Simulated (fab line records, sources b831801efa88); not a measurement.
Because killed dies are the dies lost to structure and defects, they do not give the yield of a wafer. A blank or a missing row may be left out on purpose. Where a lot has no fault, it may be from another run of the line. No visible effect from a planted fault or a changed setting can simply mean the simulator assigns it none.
What tool caused it? | flow gf180mcu | 6 lots with 17 wafers sampled at 4 steps, on a route of 602 steps

WHAT EACH GAUGE READ, for each wafer
GF_TOP_METAL_RS_MEAS_05: uses a four-point probe to measure.
lot  | measured     | on           | TOP_METAL_ALCU_RS (ohm/sq)
L581 | day 28 07:06 | filmMetro-03 | 0.0329 0.0325 0.0328
L583 | day 29 01:42 | filmMetro-04 | 0.0332 0.0338 0.0336
L587 | day 30 07:15 | filmMetro-02 | 0.0332 0.0545 0.0334
L591 | day 32 02:22 | filmMetro-04 | 0.0514 0.0325
L595 | day 32 12:52 | filmMetro-03 | 0.0324 0.0324 0.0327
L600 | day 33 11:31 | filmMetro-04 | 0.0331 0.0327 0.0333

EACH LOT AND THE TOOL THAT RAN IT (in order: tool; ch and the chambers of the sampled wafers; start)
lot  | GF_MIM_SPUTTER_07           | GF_V5_CVD_02                  | GF_TOP_METAL_SPUTTER_02
L581 | pvdSputter-04, day 25 12:07 | pecvd-03 ch 1,2, day 27 08:13 | pvdSputter-01, day 28 07:01
L583 | pvdSputter-01, day 26 09:43 | pecvd-02 ch 0,1, day 28 03:54 | pvdSputter-01, day 29 01:37
L587 | pvdSputter-01, day 27 17:37 | pecvd-02 ch 0,2, day 29 10:32 | pvdSputter-01, day 30 07:10
L591 | pvdSputter-04, day 29 02:53 | pecvd-01 ch 0, day 30 17:34   | pvdSputter-01, day 32 02:16
L595 | pvdSputter-04, day 30 04:30 | pecvd-02 ch 0,1, day 31 17:50 | pvdSputter-03, day 32 12:47
L600 | pvdSputter-01, day 31 06:25 | pecvd-01 ch 0,2, day 32 17:25 | pvdSputter-02, day 33 11:25
- GF_MIM_SPUTTER_07: material TiN, target thk 60 nm, time 50 s.
- GF_V5_CVD_02: deposits SiO2 from TEOS, target thk 1450 nm, time 163.28 s.
- GF_TOP_METAL_SPUTTER_02: material AlCu, target thk 900 nm, time 47.82 s.

THE ANSWER, worked out from the rows above alone
Rule: the lots themselves supply what counts as usual. The widest of any qualifying gaps counts: lots, ordered by their means at a reading, are off when they make up no more than a third of the lots, leave a main group of 4 or more, and stand apart from it by 3 or more times the standard deviation of that group's means. Not used: any main group whose means are identical at the precision the tables above print for the reading. Also off: a lot with no number at a reading for which 4 or more lots have one. Where the step has rows for the other lots, those lots are counted as sound.
Off: at GF_TOP_METAL_RS_MEAS_05 (TOP_METAL_ALCU_RS), L587, L591. The main group has a mean of 0.0330 ohm/sq with a standard deviation of 0.00039.
A tool fits if, at a process step before that reading, it ran every lot that is off, and no sound lot after the first of them. Gauges at GF_TOP_METAL_RS_MEAS_05: tried the same way as those tools. One fits: pvdSputter-01 at GF_TOP_METAL_SPUTTER_02. Its last sound lot is L583 (day 29 01:37), its first lot that is off L587 (day 30 07:10): a fault that began between those two fits.

WHAT HAD BEEN PUT IN BY THE SIMULATOR
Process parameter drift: pvdSputter-01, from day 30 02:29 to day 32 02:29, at GF_TOP_METAL_SPUTTER_02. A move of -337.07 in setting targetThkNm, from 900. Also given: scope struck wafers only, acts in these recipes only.
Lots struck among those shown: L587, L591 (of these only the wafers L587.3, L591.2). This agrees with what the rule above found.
